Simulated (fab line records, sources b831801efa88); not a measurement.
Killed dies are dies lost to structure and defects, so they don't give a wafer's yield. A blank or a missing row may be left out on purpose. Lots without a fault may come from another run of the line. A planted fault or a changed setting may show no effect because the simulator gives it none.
fab line records | flow sky130
record lots=12 wafers=36 last_day=50
route steps=708 shown FIELD_ISO@17 NWELL@59 VT_ADJUST_HVTR@139 SONOS_ONO@181 PAD_OPEN@708
lots that met no fault: from a run of the same line without faults
start_h: hours from the record's first day to the start of the lot's first wafer shown | wait_h: hours since the lot's step before | " the same as in the row above | L1.1+2: a row that stands for several wafers | - no value, or no start given | * or withheld: withheld | < > ~ a bound
route shown NAME@n: a module of which the file shows steps, and the number in the route of the first | usual: mean/standard deviation of fault-free wafers | same: alike in all rows | chamber/n: place in a boat | sites: the reading at each site | _std_site: their standard deviation | _edge_site: outer sites' mean less inner sites' | radius_mm: how far each site lies from the wafer's centre | mask NAME#n: copy n | behind: the tool/chamber that last shaped the wafer | hold: why the lot was held/for how many hours/how that ended | device: the transistor (n, p or np) that didn't switch | end of line: the same wafers' tests at the end of the route | a step without rows: its recipe alone | killed: dies lost to structure and defects at the first sort, not the wafer's yield | map: a wafer's dies, x killed, . not, _ none there
set.NAME: the setting as run; set.NAME@STEP: as run at that earlier step | model.NAME: the simulator's own value behind a step, which no gauge read
steps of the route over a sample of lots; a table a step, a row a wafer
services: from which hour (start_h, from the record's first day; less than 0 if before it) a tool's chamber was out of use, for how many hours, and why
## steps
# step SKY_FIELD_ISO_STRIP_16
# recipe chemistry=O2/N2 power_w=1400 pressure_mtorr=1500 platen_temp_c=withheld o2_flow_sccm=3000 n2_flow_sccm=300 overash_fraction=0.5
# usual drypump_motor_current_A=5.4/0.49 n2_flow_sccm=300.0/0.93 oes_product_au=0.377/0.0051 strip_time_to_endpoint_s=3.54/0.032
# columns lot.wafer tool chamber start_h wait_h drypump_motor_current_A n2_flow_sccm oes_product_au rf_hours_counter_h strip_time_to_endpoint_s
L285.2 plasma_asher-03 1 29.93 0.0 5.7 301.6 0.377 35 3.51
L285.4 " 0 " " 4.9 299.2 0.378 - 3.56
L285.5 " 1 " " 5.7 301.6 0.381 - 3.55
L287.1 plasma_asher-03 0 39.43 0.0 4.9 298.6 0.383 36 3.49
L287.2 " 1 " " 5.7 300.3 0.373 36 3.54
L287.6 " 1 " " 5.7 299.0 0.372 - 3.49
L289.1 plasma_asher-03 0 48.68 0.0 4.9 299.8 0.383 37 3.60
L289.5 " 1 " " 5.7 300.0 0.373 - 3.56
L289.6 " 0 " " 4.9 301.3 0.377 - 3.58
L291.1 plasma_asher-03 1 62.58 0.0 5.7 300.8 0.371 39 3.51
L291.4 " 1 " " 5.7 299.4 0.374 - 3.55
L291.5 " 0 " " 4.9 300.8 0.378 - 3.50
L292.2 plasma_asher-03 0 68.08 0.0 4.9 298.9 0.372 39 3.55
L292.5 " 1 " " 5.7 298.8 0.373 - 3.50
L292.6 " 0 " " 4.9 298.9 0.382 - 3.50
L293.3 plasma_asher-01 1 72.41 0.1 5.6 300.7 0.372 - 3.50
L293.4 " 0 " " 5.7 301.2 0.377 - 3.54
L293.5 " 0 " " 5.8 301.6 0.373 - 3.56
L299.3 plasma_asher-04 1 101.86 0.1 4.8 299.7 0.372 - 3.49
L299.4 " 0 " " 6.2 300.8 0.382 - 3.53
L299.5 " 0 " " 6.2 301.4 0.385 - 3.53
L301.1 plasma_asher-03 0 112.83 0.0 4.9 300.4 0.379 44 3.53
L301.2 " 1 " " 5.7 298.4 0.376 44 3.53
L301.6 " 1 " " 5.7 297.7 0.376 - 3.56
L302.2 plasma_asher-04 0 116.88 0.0 6.2 299.7 0.388 31 3.56
L302.4 " 1 " " 4.8 299.2 0.382 - 3.54
L302.6 " 1 " " 4.8 299.7 0.375 - 3.53
L304.1 plasma_asher-01 0 128.42 0.0 5.7 300.3 0.377 1 3.53
L304.3 " 1 " " 5.6 299.2 0.372 - 3.52
L304.6 " 0 " " 5.7 299.5 0.377 - 3.51
L305.2 plasma_asher-01 0 132.68 0.0 5.7 300.3 0.378 1 3.52
L305.3 " 1 " " 5.6 298.9 0.376 - 3.57
L305.5 " 0 " " 5.7 298.9 0.378 - 3.57
L308.1 plasma_asher-04 1 155.27 0.0 4.8 300.8 0.374 35 3.55
L308.4 " 1 " " 4.8 300.8 0.376 - 3.52
L308.6 " 0 " " 6.2 301.3 0.376 - 3.56
# step SKY_NWELL_SOFTBAKE_06
# recipe temp_c=110 time_s=withheld
# usual chill_plate_temp_C=23.00/0.099 heater_power_total_W=65.34/0.13 plate_temp_C=109.99/0.14
# columns lot.wafer tool chamber start_h wait_h chill_plate_temp_C heater_power_total_W plate_temp_C
L285.2 litho_track-02 0 78.42 0.1 22.93 65.26 110.25
L285.4 " 0 " " 23.02 65.37 110.03
L285.5 " 0 " " 23.05 65.31 110.02
L287.1 litho_track-04 0 92.66 0.1 23.12 65.39 109.74
L287.2 " 0 " " 22.96 65.04 109.97
L287.6 " 0 " " 23.19 65.41 110.07
L289.1 litho_track-04 0 100.16 0.1 23.13 65.27 109.96
L289.5 " 0 " " 22.85 65.25 110.04
L289.6 " 0 " " 22.86 65.59 109.92
L291.1 litho_track-02 0 112.78 0.1 23.00 65.16 110.11
L291.4 " 0 " " 23.23 65.10 109.92
L291.5 " 0 " " 22.94 65.33 110.16
L292.2 litho_track-03 0 121.14 0.1 23.18 65.32 109.95
L292.5 " 0 " " 23.08 65.38 109.82
L292.6 " 0 " " 23.17 65.45 110.10
L293.3 litho_track-03 0 123.57 0.1 22.96 65.44 109.75
L293.4 " 0 " " 22.80 65.40 110.10
L293.5 " 0 " " 22.92 65.49 109.78
L299.3 litho_track-02 0 155.95 0.1 23.12 75.79 122.81
L299.4 " 0 " " 23.00 75.62 122.74
L299.5 " 0 " " 23.18 75.69 122.55
L301.1 litho_track-02 0 168.08 0.1 22.98 75.83 122.63
L301.2 " 0 " " 22.92 75.83 122.71
L301.6 " 0 " " 23.06 75.77 122.84
L302.2 litho_track-02 0 173.92 0.1 23.04 75.60 122.72
L302.4 " 0 " " 23.02 75.50 122.83
L302.6 " 0 " " 23.17 75.67 122.59
L304.1 litho_track-04 0 185.26 0.1 22.98 65.37 109.76
L304.3 " 0 " " 22.83 65.28 109.97
L304.6 " 0 " " 22.93 65.44 109.92
L305.2 litho_track-04 0 188.24 0.1 22.90 65.19 110.20
L305.3 " 0 " " 22.97 65.26 110.19
L305.5 " 0 " " 23.03 65.33 110.32
L308.1 litho_track-04 0 216.86 0.1 23.01 65.15 110.00
L308.4 " 0 " " 23.03 65.13 110.29
L308.6 " 0 " " 22.77 65.31 110.08
# step SKY_NWELL_STRIP_14
# recipe chemistry=O2/N2 power_w=1400 pressure_mtorr=1500 platen_temp_c=withheld o2_flow_sccm=3000 n2_flow_sccm=300 overash_fraction=0.5
# usual drypump_motor_current_A=5.5/0.37 n2_flow_sccm=300.0/0.91 oes_product_au=0.722/0.0048 strip_time_to_endpoint_s=36.95/0.11
# columns lot.wafer tool chamber start_h wait_h drypump_motor_current_A n2_flow_sccm oes_product_au rf_hours_counter_h strip_time_to_endpoint_s
L285.2 plasma_asher-02 0 87.14 0.1 5.9 299.6 0.727 40 37.05
L285.4 " 1 " " 5.0 299.6 0.722 - 36.89
L285.5 " 1 " " 5.0 298.7 0.718 - 36.95
L287.1 plasma_asher-02 0 101.87 0.1 5.9 300.2 0.723 41 37.00
L287.2 " 1 " " 5.0 299.9 0.730 41 36.80
L287.6 " 0 " " 5.9 300.9 0.723 - 37.00
L289.1 plasma_asher-03 0 109.24 0.1 4.9 298.9 0.720 44 36.88
L289.5 " 0 " " 4.9 299.3 0.719 - 36.94
L289.6 " 1 " " 5.6 298.4 0.728 - 36.74
L291.1 plasma_asher-02 1 122.49 0.1 5.0 301.8 0.720 43 37.03
L291.4 " 0 " " 5.9 300.2 0.724 - 37.06
L291.5 " 0 " " 5.9 301.8 0.720 - 36.98
L292.2 plasma_asher-02 0 130.89 0.1 5.9 301.2 0.723 44 36.81
L292.5 " 1 " " 5.0 299.9 0.731 - 36.81
L292.6 " 0 " " 5.9 301.9 0.720 - 36.74
L293.3 plasma_asher-03 1 132.68 0.1 5.7 299.8 0.725 - 36.77
L293.4 " 0 " " 4.9 299.6 0.714 - 36.69
L293.5 " 1 " " 5.7 298.9 0.733 - 36.83
L299.3 plasma_asher-01 1 166.43 0.1 5.6 298.3 0.726 - 35.82
L299.4 " 0 " " 5.7 299.3 0.725 - 35.83
L299.5 " 1 " " 5.6 298.5 0.725 - 35.88
L301.1 plasma_asher-01 1 178.77 0.1 5.6 300.0 0.721 6 35.91
L301.2 " 0 " " 5.7 299.1 0.728 6 35.90
L301.6 " 0 " " 5.7 299.8 0.722 - 35.92
L302.2 plasma_asher-03 0 184.84 0.1 4.9 299.5 0.735 51 35.99
L302.4 " 1 " " 5.7 299.9 0.718 - 35.93
L302.6 " 1 " " 5.7 300.8 0.726 - 35.92
L304.1 plasma_asher-02 1 196.94 0.1 5.0 300.2 0.725 51 36.98
L304.3 " 1 " " 5.0 299.9 0.727 - 37.08
L304.6 " 1 " " 4.9 301.0 0.729 - 37.00
L305.2 plasma_asher-01 0 199.54 0.1 5.7 300.6 0.722 8 36.79
L305.3 " 1 " " 5.6 298.7 0.719 - 36.88
L305.5 " 0 " " 5.7 299.8 0.719 - 36.99
L308.1 plasma_asher-03 0 228.62 0.1 4.9 300.6 0.721 55 36.88
L308.4 " 0 " " 4.9 300.1 0.728 - 36.92
L308.6 " 1 " " 5.7 301.1 0.723 - 36.87
# step SKY_VT_ADJUST_HVTR_OVL_MEAS_08
# usual VT_ADJUST_HVTR_OVL=-0.5/1.4
# columns lot.wafer tool chamber start_h wait_h VT_ADJUST_HVTR_OVL[nm]
L285.2 overlay-02 - 202.73 0.1 2.2
L285.4 " - " " 0.4
L285.5 " - " " 1.0
L287.1 overlay-01 - 223.63 0.1 -2.6
L287.2 " - " " -2.7
L287.6 " - " " -4.4
L289.1 overlay-01 - 233.10 0.1 -3.1
L289.5 " - " " -1.7
L289.6 " - " " -1.2
L291.1 overlay-02 - 249.33 0.1 1.1
L291.4 " - " " -0.3
L291.5 " - " " -0.3
L292.2 overlay-02 - 260.61 0.1 -0.3
L292.5 " - " " -0.5
L292.6 " - " " -0.5
L293.3 overlay-01 - 263.59 0.1 1.9
L293.4 " - " " 1.1
L293.5 " - " " 2.0
L299.3 overlay-02 - 306.64 0.1 2.4
L299.4 " - " " 0.6
L299.5 " - " " -0.7
L301.1 overlay-01 - 322.67 0.1 0.3
L301.2 " - " " -1.7
L301.6 " - " " 0.1
L302.2 overlay-01 - 329.13 0.1 1.9
L302.4 " - " " 0.5
L302.6 " - " " -0.5
L304.1 overlay-02 - 345.35 0.1 -0.9
L304.3 " - " " -0.6
L304.6 " - " " -1.0
L305.2 overlay-02 - 348.68 0.1 0.7
L305.3 " - " " 1.0
L305.5 " - " " 1.3
L308.1 overlay-01 - 386.90 0.1 -0.9
L308.4 " - " " -0.8
L308.6 " - " " -0.7
# step SKY_SONOS_ONO_CD_MEAS_13
# recipe target_cd_nm=410
# usual cd_nm=410.0/2.7
# columns lot.wafer tool chamber start_h wait_h cd_nm
L285.2 cd_sem-02 - 278.63 0.1 407.8
L285.4 " - " " 407.3
L285.5 " - " " 409.4
L287.1 cd_sem-01 - 305.55 0.1 411.5
L287.2 " - " " 410.7
L287.6 " - " " 410.0
L289.1 cd_sem-01 - 314.23 0.1 409.8
L289.5 " - " " 410.7
L289.6 " - " " 409.9
L291.1 cd_sem-01 - 335.83 0.1 411.6
L291.4 " - " " 410.7
L291.5 " - " " 409.6
L292.2 cd_sem-01 - 345.43 0.1 409.9
L292.5 " - " " 407.4
L292.6 " - " " 407.0
L293.3 cd_sem-01 - 346.05 0.1 409.4
L293.4 " - " " 409.7
L293.5 " - " " 409.1
L299.3 cd_sem-01 - 394.90 0.1 408.1
L299.4 " - " " 407.9
L299.5 " - " " 408.6
L301.1 cd_sem-01 - 412.76 0.1 410.4
L301.2 " - " " 412.3
L301.6 " - " " 413.4
L302.2 cd_sem-01 - 421.39 0.2 409.4
L302.4 " - " " 409.9
L302.6 " - " " 410.6
L304.1 cd_sem-01 - 437.96 0.1 410.0
L304.3 " - " " 412.0
L304.6 " - " " 409.6
L305.2 cd_sem-01 - 443.37 0.1 410.0
L305.3 " - " " 408.3
L305.5 " - " " 409.2
L308.1 cd_sem-02 - 484.40 0.1 408.8
L308.4 " - " " 405.8
L308.6 " - " " 407.3
# step SKY_PAD_OPEN_PROBE_99
# usual killed_at_M0_to_M3=43/7.2 killed_at_M4_up=3.0/2 killed_at_contacts=24/5.5 killed_at_front_end=15/4.2 killed_at_other=0.3/0.51 killed_dies=85/10 killed_on_rim=17/4 killed_open=46/7.3 killed_short=38/6.4
# same gross_dies=492 killed_at_back_side=0
# columns lot.wafer tool chamber start_h wait_h killed_at_M0_to_M3 killed_at_M4_up killed_at_contacts killed_at_front_end killed_at_other killed_dies killed_on_rim killed_open killed_short
L285.2 prober-02 - 1076.23 0.1 50 2 18 13 2 85 17 47 38
L285.4 prober-02 - 1076.33 0.2 40 2 29 16 1 88 21 39 49
L285.5 prober-02 - 1076.38 0.2 61 2 28 8 2 101 25 61 40
L287.1 prober-02 - 1093.38 0.1 42 0 18 17 1 78 15 53 25
L287.2 prober-02 - 1093.43 0.1 41 5 17 23 0 86 18 49 37
L287.6 prober-02 - 1093.63 0.2 49 3 27 16 1 96 20 56 40
L289.1 prober-02 - 1111.25 0.1 45 5 25 18 0 93 20 49 44
L289.5 prober-02 - 1111.45 0.2 48 3 27 12 0 90 21 45 45
L289.6 prober-02 - 1111.50 0.2 56 0 26 13 0 95 21 54 41
L291.1 prober-02 - 1120.70 0.1 40 3 26 29 1 99 22 49 50
L291.4 prober-02 - 1120.85 0.2 46 2 14 13 0 75 16 41 34
L291.5 prober-02 - 1120.90 0.2 47 4 28 21 0 100 23 58 42
L293.3 prober-01 - 1129.81 0.2 48 3 33 7 0 91 18 59 32
L293.4 prober-01 - 1129.86 0.2 35 4 35 12 0 86 16 40 46
L293.5 prober-01 - 1129.91 0.2 49 0 31 15 0 95 14 53 42
L292.2 prober-02 - 1130.72 0.1 41 4 22 10 0 77 9 35 42
L292.5 prober-02 - 1130.87 0.2 35 1 28 15 1 80 21 42 38
L292.6 prober-02 - 1130.92 0.2 40 2 21 12 0 75 17 50 25
L299.3 prober-01 - 1163.05 0.2 47 3 15 14 0 79 20 42 37
L299.4 prober-01 - 1163.10 0.2 50 0 19 24 0 93 15 59 34
L299.5 prober-01 - 1163.15 0.2 33 2 18 16 0 69 19 38 31
L301.1 prober-01 - 1174.08 0.1 49 3 26 13 0 91 21 57 34
L301.2 prober-01 - 1174.13 0.1 36 3 18 21 0 78 13 44 34
L301.6 prober-01 - 1174.33 0.2 40 0 16 17 0 73 10 42 31
L302.2 prober-02 - 1178.98 0.1 50 1 13 14 1 79 16 41 38
L302.4 prober-02 - 1179.08 0.2 38 2 18 16 0 74 17 32 42
L302.6 prober-02 - 1179.18 0.2 41 5 21 11 0 78 15 44 34
L304.1 prober-02 - 1184.72 0.1 39 2 24 17 0 82 16 54 28
L304.3 prober-02 - 1184.82 0.2 34 2 25 15 0 76 14 44 32
L304.6 prober-02 - 1184.97 0.2 37 2 19 18 0 76 16 43 33
L305.2 prober-01 - 1187.23 0.1 43 5 28 12 0 88 19 52 36
L305.3 prober-01 - 1187.28 0.2 36 1 28 12 0 77 14 42 35
L305.5 prober-01 - 1187.38 0.2 39 4 28 15 0 86 18 47 39
L308.1 prober-01 - 1210.98 0.1 46 1 23 14 1 85 13 47 38
L308.4 prober-01 - 1211.13 0.2 29 1 14 18 0 62 14 31 31
L308.6 prober-01 - 1211.23 0.2 47 2 15 13 0 77 17 43 34
# killed by level:class
L285.2 CONTACT:geometric_particle:open=10 METAL1:geometric_particle:short=7 VIA1:geometric_particle:open=7 VIA3:geometric_particle:open=7 VIA2:geometric_particle:open=6 VIA1:geometric_particle:short=6 VIA2:geometric_particle:short=6 LI_CONTACT:geometric_particle:open=5
L285.4 CONTACT:geometric_particle:open=12 VIA1:geometric_particle:short=10 METAL1:geometric_particle:short=8 LI_CONTACT:geometric_particle:open=7 LI_CONTACT:geometric_particle:short=6 FIELD_ISO:geometric_particle:short=5 FIELD_ISO:geometric_particle:open=4 VIA2:geometric_particle:open=4
L285.5 VIA1:geometric_particle:open=14 LI_CONTACT:geometric_particle:open=12 VIA3:geometric_particle:open=12 VIA3:geometric_particle:short=7 VIA1:geometric_particle:short=6 VIA2:geometric_particle:open=6 METAL3:geometric_particle:short=4 CONTACT:geometric_particle:short=4
L287.1 VIA3:geometric_particle:open=12 CONTACT:geometric_particle:open=7 VIA2:geometric_particle:open=6 LI_CONTACT:geometric_particle:open=5 FIELD_ISO:geometric_particle:short=4 VIA1:geometric_particle:open=4 FIELD_ISO:geometric_particle:open=4 METAL1:geometric_particle:short=4
L287.2 FIELD_ISO:geometric_particle:open=9 CONTACT:geometric_particle:open=8 METAL2:geometric_particle:short=8 VIA2:geometric_particle:open=7 VIA1:geometric_particle:open=7 VIA1:geometric_particle:short=6 POLY_GATE:geometric_particle:open=5 CONTACT:geometric_particle:short=3
L287.6 VIA1:geometric_particle:open=12 CONTACT:geometric_particle:open=11 VIA3:geometric_particle:short=8 VIA3:geometric_particle:open=7 VIA2:geometric_particle:open=6 POLY_GATE:geometric_particle:open=5 LI_CONTACT:geometric_particle:open=5 FIELD_ISO:geometric_particle:open=4
L289.1 CONTACT:geometric_particle:short=9 VIA1:geometric_particle:open=9 FIELD_ISO:geometric_particle:short=7 CONTACT:geometric_particle:open=7 VIA2:geometric_particle:open=7 VIA3:geometric_particle:open=6 FIELD_ISO:geometric_particle:open=5 POLY_GATE:geometric_particle:open=5
L289.5 CONTACT:geometric_particle:open=10 METAL1:geometric_particle:short=10 VIA1:geometric_particle:short=7 LI_CONTACT:geometric_particle:open=6 VIA1:geometric_particle:open=6 VIA3:geometric_particle:open=6 CONTACT:geometric_particle:short=5 VIA2:geometric_particle:open=5
L289.6 VIA1:geometric_particle:open=15 CONTACT:geometric_particle:open=9 LI_CONTACT:geometric_particle:open=8 METAL2:geometric_particle:short=7 METAL3:geometric_particle:short=7 VIA3:geometric_particle:open=6 METAL1:geometric_particle:short=5 VIA2:geometric_particle:open=5
L291.1 CONTACT:geometric_particle:open=11 FIELD_ISO:geometric_particle:short=10 FIELD_ISO:geometric_particle:open=8 VIA1:geometric_particle:open=8 VIA1:geometric_particle:short=6 VIA2:geometric_particle:open=6 LI_CONTACT:geometric_particle:open=5 METAL2:geometric_particle:short=5
L291.4 VIA1:geometric_particle:open=12 VIA3:geometric_particle:open=6 METAL2:geometric_particle:short=6 LI_CONTACT:geometric_particle:open=5 CONTACT:geometric_particle:short=5 VIA1:geometric_particle:short=5 VIA2:geometric_particle:short=4 VIA2:geometric_particle:open=4
L291.5 CONTACT:geometric_particle:open=10 VIA1:geometric_particle:open=9 VIA3:geometric_particle:open=8 LI_CONTACT:geometric_particle:open=7 VIA2:geometric_particle:open=7 VIA1:geometric_particle:short=7 FIELD_ISO:geometric_particle:open=6 POLY_GATE:geometric_particle:open=6
L293.3 LI_CONTACT:geometric_particle:open=15 CONTACT:geometric_particle:open=12 VIA1:geometric_particle:open=10 METAL1:geometric_particle:short=9 VIA2:geometric_particle:open=8 VIA3:geometric_particle:open=7 METAL2:geometric_particle:short=5 POLY_GATE:geometric_particle:short=4
L293.4 VIA1:geometric_particle:open=10 CONTACT:geometric_particle:open=9 CONTACT:geometric_particle:short=8 LOCAL_INTERCONNECT:geometric_particle:short=8 LI_CONTACT:geometric_particle:open=6 METAL2:geometric_particle:short=6 VIA3:geometric_particle:open=5 METAL4:geometric_particle:short=4
L293.5 VIA1:geometric_particle:open=19 LI_CONTACT:geometric_particle:open=9 CONTACT:geometric_particle:open=9 METAL2:geometric_particle:short=7 VIA1:geometric_particle:short=6 METAL1:geometric_particle:short=5 CONTACT:geometric_particle:short=5 LOCAL_INTERCONNECT:geometric_particle:short=4
L292.2 CONTACT:geometric_particle:open=9 CONTACT:geometric_particle:short=7 VIA2:geometric_particle:short=7 VIA1:geometric_particle:short=6 VIA1:geometric_particle:open=6 METAL3:geometric_particle:short=4 VIA3:geometric_particle:open=4 VIA2:geometric_particle:open=4
L292.5 CONTACT:geometric_particle:open=10 CONTACT:geometric_particle:short=7 VIA3:geometric_particle:open=6 LI_CONTACT:geometric_particle:open=6 VIA2:geometric_particle:open=6 VIA1:geometric_particle:short=6 FIELD_ISO:geometric_particle:open=4 FIELD_ISO:geometric_particle:short=4
L292.6 CONTACT:geometric_particle:open=12 VIA1:geometric_particle:open=9 VIA3:geometric_particle:open=7 FIELD_ISO:geometric_particle:open=4 LI_CONTACT:geometric_particle:open=4 METAL1:geometric_particle:short=4 VIA1:geometric_particle:short=4 VIA2:geometric_particle:open=4
L299.3 VIA1:geometric_particle:open=14 VIA2:geometric_particle:open=9 METAL1:geometric_particle:short=7 CONTACT:geometric_particle:short=5 FIELD_ISO:geometric_particle:short=4 VIA1:geometric_particle:short=4 FIELD_ISO:geometric_particle:open=3 VIA3:geometric_particle:open=3
L299.4 VIA1:geometric_particle:open=10 VIA2:geometric_particle:open=9 POLY_GATE:geometric_particle:open=9 CONTACT:geometric_particle:open=7 VIA3:geometric_particle:open=7 FIELD_ISO:geometric_particle:open=5 METAL2:geometric_particle:short=5 VIA3:geometric_particle:short=5
L299.5 VIA1:geometric_particle:open=9 CONTACT:geometric_particle:open=7 POLY_GATE:geometric_particle:short=6 LI_CONTACT:geometric_particle:open=5 VIA3:geometric_particle:open=5 VIA3:geometric_particle:short=5 FIELD_ISO:geometric_particle:open=3 POLY_GATE:geometric_particle:open=3
L301.1 VIA1:geometric_particle:open=12 LI_CONTACT:geometric_particle:open=8 CONTACT:geometric_particle:open=8 VIA2:geometric_particle:open=8 VIA3:geometric_particle:open=8 VIA2:geometric_particle:short=7 FIELD_ISO:geometric_particle:short=5 CONTACT:geometric_particle:short=5
L301.2 VIA2:geometric_particle:open=9 LI_CONTACT:geometric_particle:open=8 METAL2:geometric_particle:short=8 VIA1:geometric_particle:open=7 FIELD_ISO:geometric_particle:open=6 POLY_GATE:geometric_particle:short=5 CONTACT:geometric_particle:open=5 POLY_GATE:geometric_particle:open=4
L301.6 VIA1:geometric_particle:open=9 VIA2:geometric_particle:open=9 CONTACT:geometric_particle:open=7 VIA3:geometric_particle:open=6 FIELD_ISO:geometric_particle:open=5 METAL1:geometric_particle:short=5 FIELD_ISO:geometric_particle:short=4 METAL2:geometric_particle:short=4
L302.2 VIA1:geometric_particle:open=7 VIA3:geometric_particle:open=7 VIA1:geometric_particle:short=7 VIA2:geometric_particle:open=6 CONTACT:geometric_particle:open=6 METAL2:geometric_particle:short=6 METAL1:geometric_particle:short=6 FIELD_ISO:geometric_particle:open=5
L302.4 FIELD_ISO:geometric_particle:short=7 CONTACT:geometric_particle:short=6 CONTACT:geometric_particle:open=6 VIA3:geometric_particle:open=6 METAL2:geometric_particle:short=6 VIA1:geometric_particle:open=5 VIA2:geometric_particle:open=5 METAL1:geometric_particle:short=4
L302.6 VIA2:geometric_particle:open=13 CONTACT:geometric_particle:open=9 CONTACT:geometric_particle:short=7 VIA1:geometric_particle:open=5 METAL2:geometric_particle:short=5 VIA3:geometric_particle:open=5 FIELD_ISO:geometric_particle:short=4 METAL3:geometric_particle:short=4
L304.1 CONTACT:geometric_particle:open=11 VIA1:geometric_particle:open=11 POLY_GATE:geometric_particle:open=8 VIA2:geometric_particle:open=7 LI_CONTACT:geometric_particle:open=5 VIA3:geometric_particle:open=4 LOCAL_INTERCONNECT:geometric_particle:short=4 METAL2:geometric_particle:short=4
L304.3 CONTACT:geometric_particle:open=7 VIA1:geometric_particle:open=7 LI_CONTACT:geometric_particle:open=6 METAL1:geometric_particle:short=6 POLY_GATE:geometric_particle:open=5 VIA2:geometric_particle:open=5 POLY_GATE:geometric_particle:short=4 LI_CONTACT:geometric_particle:short=4
L304.6 CONTACT:geometric_particle:open=10 VIA1:geometric_particle:open=8 VIA2:geometric_particle:open=6 FIELD_ISO:geometric_particle:short=5 METAL2:geometric_particle:short=5 POLY_GATE:geometric_particle:short=4 POLY_GATE:geometric_particle:open=4 CONTACT:geometric_particle:short=4
L305.2 CONTACT:geometric_particle:open=10 LI_CONTACT:geometric_particle:open=9 VIA1:geometric_particle:open=8 VIA3:geometric_particle:open=7 CONTACT:geometric_particle:short=6 VIA2:geometric_particle:open=6 VIA3:geometric_particle:short=6 METAL2:geometric_particle:short=5
L305.3 CONTACT:geometric_particle:open=14 VIA1:geometric_particle:open=10 CONTACT:geometric_particle:short=6 VIA2:geometric_particle:open=6 LI_CONTACT:geometric_particle:short=4 VIA1:geometric_particle:short=4 FIELD_ISO:geometric_particle:short=3 FIELD_ISO:geometric_particle:open=3
L305.5 VIA3:geometric_particle:open=9 LI_CONTACT:geometric_particle:open=8 CONTACT:geometric_particle:short=8 CONTACT:geometric_particle:open=6 VIA2:geometric_particle:open=6 FIELD_ISO:geometric_particle:short=5 VIA1:geometric_particle:short=5 VIA1:geometric_particle:open=4
L308.1 VIA1:geometric_particle:open=10 POLY_GATE:geometric_particle:open=7 CONTACT:geometric_particle:open=7 LI_CONTACT:geometric_particle:open=6 METAL2:geometric_particle:short=6 VIA3:geometric_particle:open=6 LOCAL_INTERCONNECT:geometric_particle:short=5 VIA2:geometric_particle:open=5
L308.4 VIA1:geometric_particle:open=10 CONTACT:geometric_particle:open=7 METAL2:geometric_particle:short=6 VIA3:geometric_particle:open=5 POLY_GATE:geometric_particle:short=4 VIA2:geometric_particle:short=4 FIELD_ISO:geometric_particle:short=3 POLY_GATE:geometric_particle:open=3
L308.6 VIA1:geometric_particle:open=12 VIA2:geometric_particle:open=8 CONTACT:geometric_particle:open=7 VIA1:geometric_particle:short=6 CONTACT:geometric_particle:short=5 METAL2:geometric_particle:short=5 VIA3:geometric_particle:open=5 POLY_GATE:geometric_particle:open=4
## services
# columns tool chamber start_h hours kind
plasma_asher-03 - 8.81 0.9 repair
plasma_asher-02 - 15.23 7.6 pm
plasma_asher-01 - 52.55 5.4 repair
plasma_asher-04 - 60.40 0.4 repair
plasma_asher-01 - 64.43 1.3 repair
plasma_asher-01 - 82.22 0.8 repair
plasma_asher-01 - 89.06 1.5 repair
plasma_asher-01 - 100.36 2.8 pm
plasma_asher-01 - 108.75 9.0 pm
plasma_asher-01 0 108.75 9.0 vent_cycle
plasma_asher-01 1 108.75 9.0 vent_cycle
plasma_asher-01 0 117.75 - clean
plasma_asher-01 1 117.75 - clean
plasma_asher-03 - 217.29 0.4 repair
plasma_asher-03 - 221.42 2.7 pm
## key
first_sign step=SKY_NWELL_SOFTBAKE_06 reading=plate_temp_C direction=up sigmas=91 usual=* struck=*
effect step=SKY_NWELL_SOFTBAKE_06 reading=heater_power_total_W direction=up sigmas=80 usual=* struck=*
effect step=SKY_NWELL_STRIP_14 reading=strip_time_to_endpoint_s direction=down sigmas=9.8 usual=* struck=*
met_at SKY_NWELL_SOFTBAKE_06
struck_lots L299,L301,L302
tester_left_out L299,L301,L302
not_acting_at SKY_FIELD_ISO_STRIP_16,SKY_VT_ADJUST_HVTR_OVL_MEAS_08,SKY_SONOS_ONO_CD_MEAS_13
onset_between 112.78 155.95
fault kind=process_parameter_drift tool=litho_track-02 chamber=- onset_h=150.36 steps=SKY_NWELL_SOFTBAKE_06 channel=temp_c offset=* shape=step end_h=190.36 acts_in=* stated=*
# tester_left_out: of these lots the tester's yield and bins aren't shown, on N5 and GAA mostly nor the transistor test; their killed dies are dies lost to structure and defects alone, not to doping, threshold or leakage, so they don't give the yield
